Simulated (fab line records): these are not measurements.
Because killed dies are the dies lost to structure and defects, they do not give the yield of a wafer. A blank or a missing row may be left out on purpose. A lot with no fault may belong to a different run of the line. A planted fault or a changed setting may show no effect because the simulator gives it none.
A single fault, viewed from 2 desks -- flow gf180mcu -- only its own numbers are on each desk; what lay behind them is given at the end

METROLOGY DESK
Means of the sampled wafers that have a number, per lot and without regard to the tool the lot ran on: this is what the gauges read. The brackets show how far a lot's mean lies from the usual mean; more than 4 standard deviations puts the lot out of limits, marked OUT.
Columns: A = cdNm at GF_M3_CD_MEAS_14, usual 279.8 nm
lot,first seen here,A
L621,day 21 03:53,280.5
L622,day 21 16:54,281.2
L624,day 22 10:54,277.8
L625,day 22 14:19,278.9
L626,day 22 22:54,278.2
L628,day 23 16:38,279.8
L629,day 24 03:39,281.3
L630,day 24 10:42,281.7
L631,day 24 19:12,280.0
L636,day 26 09:10,281.1
L637,day 26 12:28,279.2
L638,day 27 08:35,279.1
L644,day 28 21:48,278.5
L643,day 29 00:24,279.0
This desk found nothing out of limits on any of the 14 lots.

FOR THE TOOL OWNER'S DESK: rieDiel-01
The tool's own readings at GF_SAB_ETCH_11 (etches SiO2 in C4F8/O2/Ar, target depth 55 nm, time 8.5 s): means of the sampled wafers that have a number, for each lot that ran on this tool. The brackets show how far a lot's mean lies from the usual mean; more than 4 standard deviations puts the lot out of limits, marked OUT.
Columns: A = oesProductAu at GF_SAB_ETCH_11, usual 1.002 a.u.
lot,first seen here,A
L621,day 15 01:21,1.000
L622,day 15 11:29,0.999
L625,day 16 08:58,1.005
L631,day 18 13:48,0.999
L636,day 20 08:41,1.142 (+12) OUT
L637,day 20 14:14,1.135 (+11) OUT
L638,day 21 12:11,1.417 (+35) OUT
This desk's verdict: out of limits on L636, L637, L638, starting with L636 at day 20 08:41 (oesProductAu at GF_SAB_ETCH_11). In limits: L621, L622, L625, L631.

BROUGHT TOGETHER
An alarm could have come from the tool owner's desk at day 20 08:41, on L636, L637, L638.
Metrology desk: nothing out of limits seen.
The metrology desk holds a record of L636, L637, L638, inside its limits.
All the named lots went through GF_SAB_ETCH_11 on rieDiel-01.

WHAT THE SIMULATOR PUT IN
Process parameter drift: rieDiel-01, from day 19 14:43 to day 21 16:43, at GF_SAB_ETCH_11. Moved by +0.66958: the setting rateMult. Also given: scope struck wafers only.
Shown lots that were struck: L636, L637, L638.
How many hours passed from the start of the fault until each desk's first out-of-limits reading: the tool owner's desk, 18.
